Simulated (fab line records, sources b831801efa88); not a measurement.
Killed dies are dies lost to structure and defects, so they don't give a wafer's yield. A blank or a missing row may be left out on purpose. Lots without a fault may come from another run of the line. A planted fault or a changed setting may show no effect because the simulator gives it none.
A struck lot beside a sound one | flow sky130 | 15 steps out of a route of 708
Sound: wafers L513.1, L513.3, L513.5. Struck: wafer L525.4. (L525.1, L525.2 of the same lot were not struck and are left out.) The cause comes at the end.
At each step with rows: each side's tool, then ch and its chambers, then its first start. Under that, the readings that differ: sound wafers | struck wafers | difference of the means | sigmas: that difference in standard deviations of wafers without a fault.
alike: readings whose means differ by less than 2 such deviations, and words and numbers that are the same on both sides. not compared: withheld readings, readings that some wafer has no value for, bounds like >300 that may hide the same value, and numbers for which the record gives no deviation and whose values overlap.
The two part at a step that has a row with sigmas, a row that says differs or no value, or rows on one side only. Numbers that don't overlap but have no deviation are shown without sigmas and don't part them. A reading that every wafer of one side lacks parts them only if that side has two wafers or more.

SKY_FIELD_ISO_ETCH_15: etches the open film in CHF3/O2, stops on Si, target depth 180 nm, time 72 s.
  sound on rie_diel-02 ch 1,3, day 4 01:07; struck on rie_diel-04 ch 1, day 6 13:01
  alike: chf3_flow_sccm, drypump_motor_current_A, oes_product_au, throttle_valve_pct
  not compared: rf_hours_counter_h
SKY_FIELD_ISO_STRIP_16: strips in O2/N2.
  sound on plasma_asher-01 ch 0, day 4 01:10; struck on plasma_asher-03 ch 0, day 6 13:05
  alike: drypump_motor_current_A, oes_product_au, strip_time_to_endpoint_s
  not compared: rf_hours_counter_h
SKY_FIELD_ISO_ETCH_17: etches Si in HBr/Cl2/O2, target depth 342 nm, time 97.7 s.
  sound on rie_si-02 ch 0,1,3, day 4 01:16; struck on rie_si-01 ch 2, day 6 13:11
  alike: drypump_motor_current_A, he_backside_leak_sccm, oes_product_au, throttle_valve_pct
  not compared: rf_hours_counter_h
then, 5 steps without rows for these wafers: SKY_FIELD_ISO_WET_ETCH_18 (etches Si3N4 in H3PO4, target depth 25 nm, time 286 s); SKY_FIELD_ISO_CLEAN_19 (cleans in SC1/SC2, time 150 s); SKY_FIELD_ISO_CLEAN_20 (cleans in dHF, time 20 s); SKY_FIELD_ISO_WET_ETCH_21 (etches SiO2 in dHF, target depth 20 nm, time 400 s); SKY_FIELD_ISO_OXIDATION_22 (stabilise 600 s, purge 300 s, target thk 10 nm).
SKY_FIELD_ISO_THK_MEAS_23:
  sound on film_metro-02, day 4 02:48; struck on film_metro-04, day 6 14:41
  alike: FIELD_ISO_OXIDATION_01_THK
then, 1 step without rows for these wafers: SKY_FIELD_ISO_CVD_24 (deposits SiO2, target thk 595 nm, time 99.2 s).
SKY_FIELD_ISO_THK_MEAS_25:
  sound on film_metro-03, day 4 02:56; struck on film_metro-02, day 6 14:49
  alike: FIELD_ISO_CVD_24_THK
then, 1 step without rows for these wafers: SKY_FIELD_ISO_ANNEAL_26 (time 1800 s).
SKY_FIELD_ISO_CMP_27: polishes, stops on Si3N4, t overpolish 16 s, target thk 457.8 nm.
  sound on cmp-02 ch 0,1,3, day 4 04:29; struck on cmp-01 ch 2, day 6 17:03
  reading                | sound       | struck | difference | sigmas
  time_to_endpoint_s (s) | 116 109 106 | 224    | +114       | +32
  alike: motor_current_A, overpolish_run_s
then, 1 step without rows for these wafers: SKY_FIELD_ISO_WET_ETCH_28 (etches SiO2 in dHF, target depth 23.7 nm, time 47.95 s).
-- the record jumps here: 45 days lie between the struck wafers' starts before and after (it left off in module FIELD_ISO and takes up again in module PAD_OPEN, whose first step shown is number 708 of the route) --
SKY_PAD_OPEN_PROBE_99:
  sound on prober-01, day 49 03:56; struck on prober-01, day 51 10:59
  alike: killed_at_M0_to_M3, killed_at_M4_up, killed_at_contacts, killed_at_front_end, killed_at_other, killed_dies, killed_open, killed_short

WHERE THEY PART
Only at SKY_FIELD_ISO_CMP_27, within this record. Later steps at which nothing parts them and some readings are alike: SKY_PAD_OPEN_PROBE_99.

WHY: what the simulator had put in
Process parameter drift: cmp-01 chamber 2, from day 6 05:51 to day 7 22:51, at SKY_FIELD_ISO_CMP_27. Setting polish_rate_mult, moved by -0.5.
